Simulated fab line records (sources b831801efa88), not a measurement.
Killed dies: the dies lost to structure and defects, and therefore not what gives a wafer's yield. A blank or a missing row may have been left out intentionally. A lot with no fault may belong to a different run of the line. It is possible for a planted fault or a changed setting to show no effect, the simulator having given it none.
fab line records :: flow sky130
record
  lots=12
  wafers=36
  lastDay=50
route steps=708 shown METAL4@629 VIA4@651 METAL5@661 PAD_OPEN@708
lots that met no fault: from a run of the same line without faults
startH: hours from the record's opening day to when the first of the lot's shown wafers began :: waitH: hours elapsed since this lot's preceding step :: " the same as in the row above :: L1.1+2: one row covering several wafers at once :: - no value, or no start was given :: * or withheld: withheld :: < > ~ a bound
route shown NAME@n: NAME is a module with steps in the file, n the number in the route of the first one :: usual: average and standard deviation across the fault-free wafers :: same: alike in all rows :: chamber/n: place in a boat :: sites: readings site by site :: _std_site: how widely they spread, as a standard deviation :: _edge_site: inner sites' mean taken away from outer sites' mean :: radiusMm: how far each site lies from the wafer's centre :: mask NAME#n: copy n :: behind: the last tool/chamber to shape the wafer :: hold: what put the lot on hold/how long, in hours/how the hold closed :: device: the transistor (n, p or np) that didn't switch :: end of line: tests run on the same wafers once the route is complete :: for a step that has no rows: nothing shown but its recipe :: killed: dies lost to structure and defects at the first sort, not the wafer's yield :: map: per-die view of a wafer (x killed, . not killed, _ where there is no die)
set.NAME: the setting as run; set.NAME@STEP: as run at that earlier step :: model.NAME: the simulator's own value behind a step, which no gauge read
a sample of lots followed through the steps of the route, with each step as a table and each wafer as a row
services: when a tool's chamber went out of use (startH, in hours from the record's first day, below 0 if earlier), for how many hours, and the reason
## steps
# step SKY_METAL4_CD_MEAS_13
# recipe
  targetCdNm=300
# usual
  cdNm=299.9/1.4
lot.wafer: L737.1
tool: cdSem-02
chamber: -
startH: 987.53
waitH: -
cdNm: 299.7

lot.wafer: L737.5
tool: cdSem-02
chamber: -
startH: 987.53
waitH: -
cdNm: 299.8

lot.wafer: L737.6
tool: cdSem-02
chamber: -
startH: 987.53
waitH: -
cdNm: 299.0

lot.wafer: L740.1
tool: cdSem-02
chamber: -
startH: 1039.91
waitH: -
cdNm: 300.0

lot.wafer: L740.2
tool: cdSem-02
chamber: -
startH: 1039.91
waitH: -
cdNm: 299.1

lot.wafer: L740.6
tool: cdSem-02
chamber: -
startH: 1039.91
waitH: -
cdNm: 299.6

lot.wafer: L743.1
tool: cdSem-02
chamber: -
startH: 1043.01
waitH: -
cdNm: 299.1

lot.wafer: L743.3
tool: cdSem-02
chamber: -
startH: 1043.01
waitH: -
cdNm: 299.4

lot.wafer: L743.6
tool: cdSem-02
chamber: -
startH: 1043.01
waitH: -
cdNm: 298.4

lot.wafer: L742.1
tool: cdSem-02
chamber: -
startH: 1046.53
waitH: -
cdNm: 299.7

lot.wafer: L742.2
tool: cdSem-02
chamber: -
startH: 1046.53
waitH: -
cdNm: 298.5

lot.wafer: L742.4
tool: cdSem-02
chamber: -
startH: 1046.53
waitH: -
cdNm: 298.6

lot.wafer: L745.2
tool: cdSem-02
chamber: -
startH: 1046.86
waitH: -
cdNm: 299.1

lot.wafer: L745.3
tool: cdSem-02
chamber: -
startH: 1046.86
waitH: -
cdNm: 297.6

lot.wafer: L745.6
tool: cdSem-02
chamber: -
startH: 1046.86
waitH: -
cdNm: 298.3

lot.wafer: L746.1
tool: cdSem-01
chamber: -
startH: 1053.16
waitH: -
cdNm: 300.8

lot.wafer: L746.2
tool: cdSem-01
chamber: -
startH: 1053.16
waitH: -
cdNm: 299.3

lot.wafer: L746.3
tool: cdSem-01
chamber: -
startH: 1053.16
waitH: -
cdNm: 298.2

lot.wafer: L748.1
tool: cdSem-02
chamber: -
startH: 1069.84
waitH: -
cdNm: 300.6

lot.wafer: L748.3
tool: cdSem-02
chamber: -
startH: 1069.84
waitH: -
cdNm: 299.9

lot.wafer: L748.5
tool: cdSem-02
chamber: -
startH: 1069.84
waitH: -
cdNm: 298.9

lot.wafer: L750.1
tool: cdSem-02
chamber: -
startH: 1077.51
waitH: -
cdNm: 300.9

lot.wafer: L750.5
tool: cdSem-02
chamber: -
startH: 1077.51
waitH: -
cdNm: 301.4

lot.wafer: L750.6
tool: cdSem-02
chamber: -
startH: 1077.51
waitH: -
cdNm: 301.5

lot.wafer: L753.2
tool: cdSem-01
chamber: -
startH: 1106.83
waitH: -
cdNm: 301.2

lot.wafer: L753.3
tool: cdSem-01
chamber: -
startH: 1106.83
waitH: -
cdNm: 300.5

lot.wafer: L753.4
tool: cdSem-01
chamber: -
startH: 1106.83
waitH: -
cdNm: 299.4

lot.wafer: L754.3
tool: cdSem-02
chamber: -
startH: 1107.97
waitH: -
cdNm: 301.5

lot.wafer: L754.4
tool: cdSem-02
chamber: -
startH: 1107.97
waitH: -
cdNm: 301.4

lot.wafer: L754.5
tool: cdSem-02
chamber: -
startH: 1107.97
waitH: -
cdNm: 301.7

lot.wafer: L755.1
tool: cdSem-02
chamber: -
startH: 1108.58
waitH: -
cdNm: 297.6

lot.wafer: L755.2
tool: cdSem-02
chamber: -
startH: 1108.58
waitH: -
cdNm: 297.7

lot.wafer: L755.3
tool: cdSem-02
chamber: -
startH: 1108.58
waitH: -
cdNm: 296.8

lot.wafer: L758.3
tool: cdSem-01
chamber: -
startH: 1117.48
waitH: -
cdNm: 298.8

lot.wafer: L758.4
tool: cdSem-01
chamber: -
startH: 1117.48
waitH: -
cdNm: 299.9

lot.wafer: L758.6
tool: cdSem-01
chamber: -
startH: 1117.48
waitH: -
cdNm: 299.1
# step SKY_VIA4_ETCH_12
# recipe
  target=SiO2
  chemistry=C4F8/O2/Ar
  stopOn=TiN
  maskMaterial=NOVOLAK
  sourceW=1500
  biasW=1200
  pressureMtorr=40
  c4f8FlowSccm=withheld
  O2_flow_sccm=6
  Ar_flow_sccm=300
  timeS=withheld
  targetDepthA=5800
# usual
  oesProductAu=0.926/0.0046
  rfFwdPowerW=1491/4.6
lot.wafer: L737.1
tool: rieDiel-01
chamber: 0
startH: 1011.45
waitH: 0.0
oesProductAu: 0.927
rfFwdPowerW: 1492

lot.wafer: L737.5
tool: rieDiel-01
chamber: 3
startH: 1011.45
waitH: 0.0
oesProductAu: 0.923
rfFwdPowerW: 1493

lot.wafer: L737.6
tool: rieDiel-01
chamber: 0
startH: 1011.45
waitH: 0.0
oesProductAu: 0.925
rfFwdPowerW: 1490

lot.wafer: L740.1
tool: rieDiel-01
chamber: 3
startH: 1063.23
waitH: 0.0
oesProductAu: 0.923
rfFwdPowerW: 1487

lot.wafer: L740.2
tool: rieDiel-01
chamber: 2
startH: 1063.23
waitH: 0.0
oesProductAu: 0.916
rfFwdPowerW: 1487

lot.wafer: L740.6
tool: rieDiel-01
chamber: 0
startH: 1063.23
waitH: 0.0
oesProductAu: 0.924
rfFwdPowerW: 1494

lot.wafer: L743.1
tool: rieDiel-03
chamber: 2
startH: 1066.65
waitH: 0.0
oesProductAu: 0.923
rfFwdPowerW: 1494

lot.wafer: L743.3
tool: rieDiel-03
chamber: 1
startH: 1066.65
waitH: 0.0
oesProductAu: 0.927
rfFwdPowerW: 1488

lot.wafer: L743.6
tool: rieDiel-03
chamber: 3
startH: 1066.65
waitH: 0.0
oesProductAu: 0.931
rfFwdPowerW: 1488

lot.wafer: L742.1
tool: rieDiel-01
chamber: 1
startH: 1070.20
waitH: 0.0
oesProductAu: 0.927
rfFwdPowerW: 1499

lot.wafer: L742.2
tool: rieDiel-01
chamber: 0
startH: 1070.20
waitH: 0.0
oesProductAu: 0.935
rfFwdPowerW: 1495

lot.wafer: L742.4
tool: rieDiel-01
chamber: 3
startH: 1070.20
waitH: 0.0
oesProductAu: 0.924
rfFwdPowerW: 1491

lot.wafer: L745.2
tool: rieDiel-03
chamber: 1
startH: 1070.63
waitH: 0.0
oesProductAu: 0.934
rfFwdPowerW: 1488

lot.wafer: L745.3
tool: rieDiel-03
chamber: 2
startH: 1070.63
waitH: 0.0
oesProductAu: 0.925
rfFwdPowerW: 1493

lot.wafer: L745.6
tool: rieDiel-03
chamber: 2
startH: 1070.63
waitH: 0.0
oesProductAu: 0.926
rfFwdPowerW: 1500

lot.wafer: L746.1
tool: rieDiel-01
chamber: 2
startH: 1075.95
waitH: 0.0
oesProductAu: 0.927
rfFwdPowerW: 1492

lot.wafer: L746.2
tool: rieDiel-01
chamber: 3
startH: 1075.95
waitH: 0.0
oesProductAu: 0.927
rfFwdPowerW: 1483

lot.wafer: L746.3
tool: rieDiel-01
chamber: 1
startH: 1075.95
waitH: 0.0
oesProductAu: 0.928
rfFwdPowerW: 1492

lot.wafer: L748.1
tool: rieDiel-01
chamber: 0
startH: 1092.11
waitH: 0.0
oesProductAu: 0.923
rfFwdPowerW: 1490

lot.wafer: L748.3
tool: rieDiel-01
chamber: 1
startH: 1092.11
waitH: 0.0
oesProductAu: 0.923
rfFwdPowerW: 1486

lot.wafer: L748.5
tool: rieDiel-01
chamber: 3
startH: 1092.11
waitH: 0.0
oesProductAu: 0.935
rfFwdPowerW: 1491

lot.wafer: L750.1
tool: rieDiel-03
chamber: 0
startH: 1098.73
waitH: 0.0
oesProductAu: 0.932
rfFwdPowerW: 1490

lot.wafer: L750.5
tool: rieDiel-03
chamber: 2
startH: 1098.73
waitH: 0.0
oesProductAu: 0.924
rfFwdPowerW: 1486

lot.wafer: L750.6
tool: rieDiel-03
chamber: 3
startH: 1098.73
waitH: 0.0
oesProductAu: 0.929
rfFwdPowerW: 1491

lot.wafer: L753.2
tool: rieDiel-03
chamber: 0
startH: 1128.26
waitH: 0.0
oesProductAu: 0.918
rfFwdPowerW: 1486

lot.wafer: L753.3
tool: rieDiel-03
chamber: 2
startH: 1128.26
waitH: 0.0
oesProductAu: 0.926
rfFwdPowerW: 1492

lot.wafer: L753.4
tool: rieDiel-03
chamber: 3
startH: 1128.26
waitH: 0.0
oesProductAu: 0.929
rfFwdPowerW: 1483

lot.wafer: L754.3
tool: rieDiel-01
chamber: 2
startH: 1129.08
waitH: 0.0
oesProductAu: 0.916
rfFwdPowerW: 1495

lot.wafer: L754.4
tool: rieDiel-01
chamber: 0
startH: 1129.08
waitH: 0.0
oesProductAu: 0.926
rfFwdPowerW: 1487

lot.wafer: L754.5
tool: rieDiel-01
chamber: 1
startH: 1129.08
waitH: 0.0
oesProductAu: 0.933
rfFwdPowerW: 1490

lot.wafer: L755.1
tool: rieDiel-01
chamber: 2
startH: 1130.86
waitH: 0.0
oesProductAu: 0.922
rfFwdPowerW: 1488

lot.wafer: L755.2
tool: rieDiel-01
chamber: 1
startH: 1130.86
waitH: 0.0
oesProductAu: 0.932
rfFwdPowerW: 1487

lot.wafer: L755.3
tool: rieDiel-01
chamber: 0
startH: 1130.86
waitH: 0.0
oesProductAu: 0.922
rfFwdPowerW: 1484

lot.wafer: L758.3
tool: rieDiel-03
chamber: 2
startH: 1138.51
waitH: 0.0
oesProductAu: 0.933
rfFwdPowerW: 1497

lot.wafer: L758.4
tool: rieDiel-03
chamber: 3
startH: 1138.51
waitH: 0.0
oesProductAu: 0.923
rfFwdPowerW: 1485

lot.wafer: L758.6
tool: rieDiel-03
chamber: 3
startH: 1138.51
waitH: 0.0
oesProductAu: 0.929
rfFwdPowerW: 1485
# step SKY_VIA4_THK_MEAS_20
# recipe
  thkMeasGauge=xrf
  reads=W_of_VIA4_CVD_18
# usual
  VIA4_W_THK=517/6.2
lot.wafer: L737.1
tool: filmMetro-01
chamber: -
startH: 1012.54
waitH: 0.1
VIA4_W_THK[nm]: 524

lot.wafer: L737.5
tool: filmMetro-01
chamber: -
startH: 1012.54
waitH: 0.1
VIA4_W_THK[nm]: 516

lot.wafer: L737.6
tool: filmMetro-01
chamber: -
startH: 1012.54
waitH: 0.1
VIA4_W_THK[nm]: 513

lot.wafer: L740.1
tool: filmMetro-03
chamber: -
startH: 1064.25
waitH: 0.1
VIA4_W_THK[nm]: 520

lot.wafer: L740.2
tool: filmMetro-03
chamber: -
startH: 1064.25
waitH: 0.1
VIA4_W_THK[nm]: 509

lot.wafer: L740.6
tool: filmMetro-03
chamber: -
startH: 1064.25
waitH: 0.1
VIA4_W_THK[nm]: 522

lot.wafer: L743.1
tool: filmMetro-04
chamber: -
startH: 1067.94
waitH: 0.1
VIA4_W_THK[nm]: 519

lot.wafer: L743.3
tool: filmMetro-04
chamber: -
startH: 1067.94
waitH: 0.1
VIA4_W_THK[nm]: 520

lot.wafer: L743.6
tool: filmMetro-04
chamber: -
startH: 1067.94
waitH: 0.1
VIA4_W_THK[nm]: 518

lot.wafer: L742.1
tool: filmMetro-03
chamber: -
startH: 1071.24
waitH: 0.1
VIA4_W_THK[nm]: 521

lot.wafer: L742.2
tool: filmMetro-03
chamber: -
startH: 1071.24
waitH: 0.1
VIA4_W_THK[nm]: 511

lot.wafer: L742.4
tool: filmMetro-03
chamber: -
startH: 1071.24
waitH: 0.1
VIA4_W_THK[nm]: 515

lot.wafer: L745.2
tool: filmMetro-01
chamber: -
startH: 1071.66
waitH: 0.1
VIA4_W_THK[nm]: 519

lot.wafer: L745.3
tool: filmMetro-01
chamber: -
startH: 1071.66
waitH: 0.1
VIA4_W_THK[nm]: 523

lot.wafer: L745.6
tool: filmMetro-01
chamber: -
startH: 1071.66
waitH: 0.1
VIA4_W_THK[nm]: 521

lot.wafer: L746.1
tool: filmMetro-01
chamber: -
startH: 1076.99
waitH: 0.1
VIA4_W_THK[nm]: 514

lot.wafer: L746.2
tool: filmMetro-01
chamber: -
startH: 1076.99
waitH: 0.1
VIA4_W_THK[nm]: 518

lot.wafer: L746.3
tool: filmMetro-01
chamber: -
startH: 1076.99
waitH: 0.1
VIA4_W_THK[nm]: 512

lot.wafer: L748.1
tool: filmMetro-03
chamber: -
startH: 1093.11
waitH: 0.1
VIA4_W_THK[nm]: 522

lot.wafer: L748.3
tool: filmMetro-03
chamber: -
startH: 1093.11
waitH: 0.1
VIA4_W_THK[nm]: 529

lot.wafer: L748.5
tool: filmMetro-03
chamber: -
startH: 1093.11
waitH: 0.1
VIA4_W_THK[nm]: 526

lot.wafer: L750.1
tool: filmMetro-04
chamber: -
startH: 1099.74
waitH: 0.1
VIA4_W_THK[nm]: 521

lot.wafer: L750.5
tool: filmMetro-04
chamber: -
startH: 1099.74
waitH: 0.1
VIA4_W_THK[nm]: 528

lot.wafer: L750.6
tool: filmMetro-04
chamber: -
startH: 1099.74
waitH: 0.1
VIA4_W_THK[nm]: 521

lot.wafer: L753.2
tool: filmMetro-04
chamber: -
startH: 1129.52
waitH: 0.1
VIA4_W_THK[nm]: 529

lot.wafer: L753.3
tool: filmMetro-04
chamber: -
startH: 1129.52
waitH: 0.1
VIA4_W_THK[nm]: 519

lot.wafer: L753.4
tool: filmMetro-04
chamber: -
startH: 1129.52
waitH: 0.1
VIA4_W_THK[nm]: 531

lot.wafer: L754.3
tool: filmMetro-01
chamber: -
startH: 1130.30
waitH: 0.1
VIA4_W_THK[nm]: 525

lot.wafer: L754.4
tool: filmMetro-01
chamber: -
startH: 1130.30
waitH: 0.1
VIA4_W_THK[nm]: 517

lot.wafer: L754.5
tool: filmMetro-01
chamber: -
startH: 1130.30
waitH: 0.1
VIA4_W_THK[nm]: 518

lot.wafer: L755.1
tool: filmMetro-03
chamber: -
startH: 1132.63
waitH: 0.1
VIA4_W_THK[nm]: 516

lot.wafer: L755.2
tool: filmMetro-03
chamber: -
startH: 1132.63
waitH: 0.1
VIA4_W_THK[nm]: 514

lot.wafer: L755.3
tool: filmMetro-03
chamber: -
startH: 1132.63
waitH: 0.1
VIA4_W_THK[nm]: 510

lot.wafer: L758.3
tool: filmMetro-01
chamber: -
startH: 1139.59
waitH: 0.1
VIA4_W_THK[nm]: 522

lot.wafer: L758.4
tool: filmMetro-01
chamber: -
startH: 1139.59
waitH: 0.1
VIA4_W_THK[nm]: 512

lot.wafer: L758.6
tool: filmMetro-01
chamber: -
startH: 1139.59
waitH: 0.1
VIA4_W_THK[nm]: 512
# step SKY_METAL5_SPUTTER_00
# recipe
  material=Ti
  targetThkNm=15
  powerW=3000
  timeS=10
  chamberPressurePa=0.4
# usual
  throttleValvePct=30.3/0.79
lot.wafer: L737.1
tool: pvdSputter-02
chamber: -
startH: 1012.90
waitH: 0.1
throttleValvePct: 29.9

lot.wafer: L737.5
tool: pvdSputter-02
chamber: -
startH: 1012.90
waitH: 0.1
throttleValvePct: 29.4

lot.wafer: L737.6
tool: pvdSputter-02
chamber: -
startH: 1012.90
waitH: 0.1
throttleValvePct: 29.7

lot.wafer: L740.1
tool: pvdSputter-02
chamber: -
startH: 1064.61
waitH: 0.2
throttleValvePct: 29.9

lot.wafer: L740.2
tool: pvdSputter-02
chamber: -
startH: 1064.61
waitH: 0.2
throttleValvePct: 29.9

lot.wafer: L740.6
tool: pvdSputter-02
chamber: -
startH: 1064.61
waitH: 0.2
throttleValvePct: 29.4

lot.wafer: L743.1
tool: pvdSputter-02
chamber: -
startH: 1068.30
waitH: 0.2
throttleValvePct: 29.5

lot.wafer: L743.3
tool: pvdSputter-02
chamber: -
startH: 1068.30
waitH: 0.2
throttleValvePct: 29.3

lot.wafer: L743.6
tool: pvdSputter-02
chamber: -
startH: 1068.30
waitH: 0.2
throttleValvePct: 29.7

lot.wafer: L742.1
tool: pvdSputter-04
chamber: -
startH: 1071.60
waitH: 0.1
throttleValvePct: 29.7

lot.wafer: L742.2
tool: pvdSputter-04
chamber: -
startH: 1071.60
waitH: 0.1
throttleValvePct: 30.9

lot.wafer: L742.4
tool: pvdSputter-04
chamber: -
startH: 1071.60
waitH: 0.1
throttleValvePct: 30.5

lot.wafer: L745.2
tool: pvdSputter-02
chamber: -
startH: 1072.01
waitH: 0.2
throttleValvePct: 29.9

lot.wafer: L745.3
tool: pvdSputter-02
chamber: -
startH: 1072.01
waitH: 0.2
throttleValvePct: 29.4

lot.wafer: L745.6
tool: pvdSputter-02
chamber: -
startH: 1072.01
waitH: 0.2
throttleValvePct: 29.7

lot.wafer: L746.1
tool: pvdSputter-01
chamber: -
startH: 1077.56
waitH: 0.2
throttleValvePct: 31.9

lot.wafer: L746.2
tool: pvdSputter-01
chamber: -
startH: 1077.56
waitH: 0.2
throttleValvePct: 30.6

lot.wafer: L746.3
tool: pvdSputter-01
chamber: -
startH: 1077.56
waitH: 0.2
throttleValvePct: 29.1

lot.wafer: L748.1
tool: pvdSputter-01
chamber: -
startH: 1093.47
waitH: 0.1
throttleValvePct: 30.5

lot.wafer: L748.3
tool: pvdSputter-01
chamber: -
startH: 1093.47
waitH: 0.1
throttleValvePct: 31.7

lot.wafer: L748.5
tool: pvdSputter-01
chamber: -
startH: 1093.47
waitH: 0.1
throttleValvePct: 29.0

lot.wafer: L750.1
tool: pvdSputter-04
chamber: -
startH: 1100.10
waitH: 0.2
throttleValvePct: 29.5

lot.wafer: L750.5
tool: pvdSputter-04
chamber: -
startH: 1100.10
waitH: 0.2
throttleValvePct: 30.4

lot.wafer: L750.6
tool: pvdSputter-04
chamber: -
startH: 1100.10
waitH: 0.2
throttleValvePct: 29.7

lot.wafer: L753.2
tool: pvdSputter-04
chamber: -
startH: 1129.87
waitH: 0.2
throttleValvePct: 30.6

lot.wafer: L753.3
tool: pvdSputter-04
chamber: -
startH: 1129.87
waitH: 0.2
throttleValvePct: 29.9

lot.wafer: L753.4
tool: pvdSputter-04
chamber: -
startH: 1129.87
waitH: 0.2
throttleValvePct: 30.9

lot.wafer: L754.3
tool: pvdSputter-02
chamber: -
startH: 1130.64
waitH: 0.1
throttleValvePct: 29.7

lot.wafer: L754.4
tool: pvdSputter-02
chamber: -
startH: 1130.64
waitH: 0.1
throttleValvePct: 29.6

lot.wafer: L754.5
tool: pvdSputter-02
chamber: -
startH: 1130.64
waitH: 0.1
throttleValvePct: 31.2

lot.wafer: L755.1
tool: pvdSputter-01
chamber: -
startH: 1133.01
waitH: 0.1
throttleValvePct: 30.4

lot.wafer: L755.2
tool: pvdSputter-01
chamber: -
startH: 1133.01
waitH: 0.1
throttleValvePct: 31.6

lot.wafer: L755.3
tool: pvdSputter-01
chamber: -
startH: 1133.01
waitH: 0.1
throttleValvePct: 29.0

lot.wafer: L758.3
tool: pvdSputter-01
chamber: -
startH: 1140.00
waitH: 0.2
throttleValvePct: 31.5

lot.wafer: L758.4
tool: pvdSputter-01
chamber: -
startH: 1140.00
waitH: 0.2
throttleValvePct: 30.5

lot.wafer: L758.6
tool: pvdSputter-01
chamber: -
startH: 1140.00
waitH: 0.2
throttleValvePct: 31.8
# step SKY_PAD_OPEN_PROBE_99
# usual
  defectLimitedYield=82.2/1.8
  killed_at_M0_to_M3=44/6
  killed_at_M4_up=3.3/2.1
  killedAtContacts=25/5.5
  killedAtFrontEnd=15/4.3
  killedAtOther=0.2/0.41
  killedDies=88/9.1
  killedOpen=48/6.6
  killedShort=39/6.7
  sort_bin_3_pad_short=0.9/0.4
  sort_bin_5_function=10.4/1.5
  sort_bin_6_memory=6.5/1.1
  sortNPass=404/9.1
  sortYieldPct=82.2/1.8
# same
  grossDies=492
  killedAtBackSide=0
  sort_bin_4_leakage[%]=0
  sort_bin_8_speed[%]=0
lot.wafer: L754.3
tool: prober-01
chamber: -
startH: 1187.28
waitH: 0.2
defectLimitedYield[%]: 71.7
killed_at_M0_to_M3: 43
killed_at_M4_up: 51
killedAtContacts: 25
killedAtFrontEnd: 20
killedAtOther: 0
killedDies: 139
killedOpen: 44
killedShort: 48
sort_bin_3_pad_short[%]: 2.4
sort_bin_5_function[%]: 18.3
sort_bin_6_memory[%]: 7.5
sortNPass: 353
sortYieldPct[%]: 71.7

lot.wafer: L754.4
tool: prober-01
chamber: -
startH: 1187.33
waitH: 0.2
defectLimitedYield[%]: 75.4
killed_at_M0_to_M3: 42
killed_at_M4_up: 38
killedAtContacts: 22
killedAtFrontEnd: 19
killedAtOther: 0
killedDies: 121
killedOpen: 48
killedShort: 35
sort_bin_3_pad_short[%]: 2.4
sort_bin_5_function[%]: 15.0
sort_bin_6_memory[%]: 7.1
sortNPass: 371
sortYieldPct[%]: 75.4

lot.wafer: L754.5
tool: prober-01
chamber: -
startH: 1187.38
waitH: 0.2
defectLimitedYield[%]: 73.4
killed_at_M0_to_M3: 39
killed_at_M4_up: 56
killedAtContacts: 22
killedAtFrontEnd: 14
killedAtOther: 0
killedDies: 131
killedOpen: 43
killedShort: 34
sort_bin_3_pad_short[%]: 2.4
sort_bin_5_function[%]: 16.9
sort_bin_6_memory[%]: 7.3
sortNPass: 361
sortYieldPct[%]: 73.4

lot.wafer: L755.1
tool: prober-02
chamber: -
startH: 1187.81
waitH: 0.1
defectLimitedYield[%]: 73.6
killed_at_M0_to_M3: 40
killed_at_M4_up: 51
killedAtContacts: 26
killedAtFrontEnd: 13
killedAtOther: 0
killedDies: 130
killedOpen: 42
killedShort: 39
sort_bin_3_pad_short[%]: 2.2
sort_bin_5_function[%]: 16.1
sort_bin_6_memory[%]: 8.1
sortNPass: 362
sortYieldPct[%]: 73.6

lot.wafer: L755.2
tool: prober-02
chamber: -
startH: 1187.86
waitH: 0.1
defectLimitedYield[%]: 78.0
killed_at_M0_to_M3: 32
killed_at_M4_up: 47
killedAtContacts: 15
killedAtFrontEnd: 13
killedAtOther: 1
killedDies: 108
killedOpen: 32
killedShort: 31
sort_bin_3_pad_short[%]: 2.0
sort_bin_5_function[%]: 13.0
sort_bin_6_memory[%]: 6.9
sortNPass: 384
sortYieldPct[%]: 78.0

lot.wafer: L755.3
tool: prober-02
chamber: -
startH: 1187.91
waitH: 0.2
defectLimitedYield[%]: 76.4
killed_at_M0_to_M3: 38
killed_at_M4_up: 37
killedAtContacts: 17
killedAtFrontEnd: 24
killedAtOther: 0
killedDies: 116
killedOpen: 43
killedShort: 41
sort_bin_3_pad_short[%]: 2.8
sort_bin_5_function[%]: 14.2
sort_bin_6_memory[%]: 6.5
sortNPass: 376
sortYieldPct[%]: 76.4
# killed by level:class
L754.3 VIA4:unspecified=47 CONTACT:geometricParticle:open=10 VIA2:geometricParticle:open=8 METAL1:geometricParticle:short=7 LOCAL_INTERCONNECT:geometricParticle:short=7 VIA1:geometricParticle:open=7 FIELD_ISO:geometricParticle:short=5 FIELD_ISO:geometricParticle:open=5
L754.4 VIA4:unspecified=37 VIA1:geometricParticle:open=13 CONTACT:geometricParticle:open=11 VIA2:geometricParticle:open=6 POLY_GATE:geometricParticle:short=5 POLY_GATE:geometricParticle:open=5 VIA3:geometricParticle:open=5 METAL3:geometricParticle:short=5
L754.5 VIA4:unspecified=54 VIA1:geometricParticle:open=11 CONTACT:geometricParticle:open=10 VIA1:geometricParticle:short=7 LI_CONTACT:geometricParticle:open=7 METAL1:geometricParticle:short=5 FIELD_ISO:geometricParticle:short=4 FIELD_ISO:geometricParticle:open=4
L755.1 VIA4:unspecified=49 VIA1:geometricParticle:open=9 LI_CONTACT:geometricParticle:open=8 LI_CONTACT:geometricParticle:short=7 CONTACT:geometricParticle:open=6 METAL1:geometricParticle:short=6 VIA2:geometricParticle:open=5 POLY_GATE:geometricParticle:open=4
L755.2 VIA4:unspecified=45 VIA2:geometricParticle:open=8 FIELD_ISO:geometricParticle:short=5 LI_CONTACT:geometricParticle:open=5 VIA1:geometricParticle:open=5 METAL2:geometricParticle:short=5 VIA1:geometricParticle:short=4 CONTACT:geometricParticle:open=4
L755.3 VIA4:unspecified=32 VIA2:geometricParticle:open=9 FIELD_ISO:geometricParticle:open=7 LI_CONTACT:geometricParticle:open=7 FIELD_ISO:geometricParticle:short=6 METAL2:geometricParticle:short=6 VIA1:geometricParticle:short=5 METAL4:geometricParticle:short=5
## services
tool: rieDiel-03
chamber: 1
startH: 989.94
hours: 2.1
kind: repair

tool: rieDiel-01
chamber: 3
startH: 993.68
hours: 5.6
kind: repair

tool: rieDiel-01
chamber: 2
startH: 1002.50
hours: 4.6
kind: repair

tool: pvdSputter-02
chamber: 1
startH: 1023.38
hours: -
kind: consumableReplace:kit

tool: pvdSputter-02
chamber: 1
startH: 1023.38
hours: 18.0
kind: scheduledDown

tool: pvdSputter-02
chamber: 1
startH: 1023.38
hours: 18.0
kind: ventCycle

tool: pvdSputter-01
chamber: -
startH: 1044.90
hours: 6.3
kind: repair

tool: rieDiel-03
chamber: 1
startH: 1044.98
hours: 3.5
kind: repair

tool: rieDiel-03
chamber: 0
startH: 1045.85
hours: 3.9
kind: repair

tool: pvdSputter-04
chamber: 2
startH: 1045.86
hours: -
kind: consumableReplace:kit

tool: pvdSputter-04
chamber: 2
startH: 1045.86
hours: 18.0
kind: scheduledDown

tool: pvdSputter-04
chamber: 2
startH: 1045.86
hours: 18.0
kind: ventCycle

tool: pvdSputter-02
chamber: -
startH: 1048.85
hours: 1.9
kind: repair

tool: rieDiel-03
chamber: 1
startH: 1072.13
hours: 7.4
kind: repair

tool: pvdSputter-04
chamber: -
startH: 1087.13
hours: 9.2
kind: repair

tool: pvdSputter-02
chamber: -
startH: 1110.32
hours: 2.6
kind: repair

tool: rieDiel-03
chamber: 3
startH: 1111.69
hours: 14.2
kind: repair

tool: pvdSputter-04
chamber: -
startH: 1120.35
hours: 3.8
kind: repair

tool: pvdSputter-02
chamber: 0
startH: 1135.53
hours: -
kind: consumableReplace:kit

tool: pvdSputter-02
chamber: 0
startH: 1135.53
hours: 18.0
kind: scheduledDown

tool: pvdSputter-02
chamber: 0
startH: 1135.53
hours: 18.0
kind: ventCycle
## key
firstSign
  step=SKY_PAD_OPEN_PROBE_99
  reading=killed_at_M4_up
  direction=up
  sigmas=21
  usual=3.3
  struck=46.7
effect
  step=SKY_PAD_OPEN_PROBE_99
  reading=sortNPass
  direction=down
  sigmas=4
  usual=404
  struck=368
metAt SKY_VIA4_ETCH_12
struckLots L754,L755
notActingAt SKY_METAL4_CD_MEAS_13,SKY_VIA4_THK_MEAS_20,SKY_METAL5_SPUTTER_00
onsetBetween 1092.11 1129.08
fault
  kind=chamberParticleSource
  tool=rieDiel-01
  chamber=-
  onsetH=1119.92
  steps=SKY_VIA4_ETCH_12
  ratePerVisitCm2=0.62348
  endH=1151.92
